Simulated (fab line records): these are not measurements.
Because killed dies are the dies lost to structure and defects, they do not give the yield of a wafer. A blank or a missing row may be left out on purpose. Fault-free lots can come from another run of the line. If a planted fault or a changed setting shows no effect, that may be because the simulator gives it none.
The same fault as seen by 2 desks / flow gf180mcu / every desk sees just its own numbers, and what lay behind them comes last

## FROM THE METROLOGY DESK
Lot by lot, what the gauges showed, no matter which tool ran the lot: averages of those sampled wafers that carry a number. A lot is out of limits, marked OUT, if its mean lies more than 4 standard deviations from the usual mean; the brackets give that distance.
Columns: A = cd-nm at GF_STI_CD_MEAS_12, usual 220.2 nm; B = STI_OXIDATION_02_THK at GF_STI_THK_MEAS_30, usual 9.82 nm; C = VT_IMPLANT_TW at GF_VT_IMPLANT_TW_MEAS_10, usual 567; D = VT_IMPLANT_02_OVL at GF_VT_IMPLANT_OVL_MEAS_29, usual -0.3 nm
lot=L224; first seen here=day 3 01:14; A=219.8; B=9.70; C=571; D=-0.7
lot=L225; first seen here=day 3 03:20; A=222.1; B=9.61; C=567; D=-0.2
lot=L226; first seen here=day 3 07:57; A=221.3; B=10.14; C=591 (+5.2) OUT; D=3.1
lot=L227; first seen here=day 3 12:54; A=220.3; B=9.79; C=579; D=-1.4
lot=L229; first seen here=day 3 23:08; A=221.5; B=9.75; C=591 (+5.1) OUT; D=-0.2
lot=L235; first seen here=day 5 08:33; A=221.6; B=9.54; C=566; D=-1.2
lot=L236; first seen here=day 5 11:53; A=218.8; B=9.80; C=566; D=-2.6
lot=L237; first seen here=day 5 18:02; A=219.1; B=9.97; C=569; D=1.9
lot=L238; first seen here=day 5 21:57; A=220.0; B=9.73; C=570; D=-1.3
lot=L239; first seen here=day 6 03:13; A=218.9; B=9.80; C=569; D=-1.9
lot=L240; first seen here=day 6 08:58; A=219.5; B=9.59; C=571; D=0.6
lot=L241; first seen here=day 6 13:18; A=219.8; B=9.85; C=557; D=-2.1
lot=L242; first seen here=day 6 18:19; A=221.0; B=9.96; C=568; D=0.6
lot=L243; first seen here=day 7 00:13; A=217.1; B=9.95; C=567; D=2.1
This desk finds L226, L229 out of limits, with the earliest case on L226 at day 7 03:58 (VT_IMPLANT_TW at GF_VT_IMPLANT_TW_MEAS_10). In limits: L224, L225, L227, L235, L236, L237, L238, L239, L240, L241, L242, L243.

## THE TOOL OWNER'S DESK: implanter-02
GF_VT_IMPLANT_IMPLANT_08, tool's own readings: per-lot mean of the sampled wafers with a number, covering each lot this tool ran. A lot is out of limits, marked OUT, if its mean lies more than 4 standard deviations from the usual mean; the brackets give that distance.
Columns: A = beam-on-s at GF_VT_IMPLANT_IMPLANT_08, usual 9.99 s; B = faraday-current-uA at GF_VT_IMPLANT_IMPLANT_08, usual 46.8
lot=L224; first seen here=day 6 19:16; A=9.99; B=46.8
lot=L225; first seen here=day 6 20:29; A=10.07; B=46.3
lot=L226; first seen here=day 7 03:44; A=10.95 (+5.1) OUT; B=42.6 (-4.7) OUT
lot=L227; first seen here=day 7 08:25; A=11.22 (+6.5) OUT; B=41.7 (-5.7) OUT
lot=L229; first seen here=day 7 21:46; A=11.12 (+5.9) OUT; B=42.2 (-5.1) OUT
lot=L242; first seen here=day 11 05:55; A=10.10; B=46.3
Finding of this desk: L226, L227, L229 out of limits; the first was L226 at day 7 03:44, on beam-on-s at GF_VT_IMPLANT_IMPLANT_08. In limits: L224, L225, L242.

## TAKEN TOGETHER
An alarm could have come from the tool owner's desk at day 7 03:44, on L226, L227, L229.
The metrology desk could have raised an alarm at day 7 03:58, on L226, L229.
The metrology desk has L227 on record, within its limits.
All the named lots went through GF_VT_IMPLANT_IMPLANT_08 on implanter-02.

## WHAT WAS PUT IN BY THE SIMULATOR
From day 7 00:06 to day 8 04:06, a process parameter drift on implanter-02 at GF_VT_IMPLANT_IMPLANT_08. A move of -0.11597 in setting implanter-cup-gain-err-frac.
Lots struck among those shown: L226, L227, L229.
Fault start to first reading out of limits, in hours, per desk: tool owner, 4; metrology, 4.
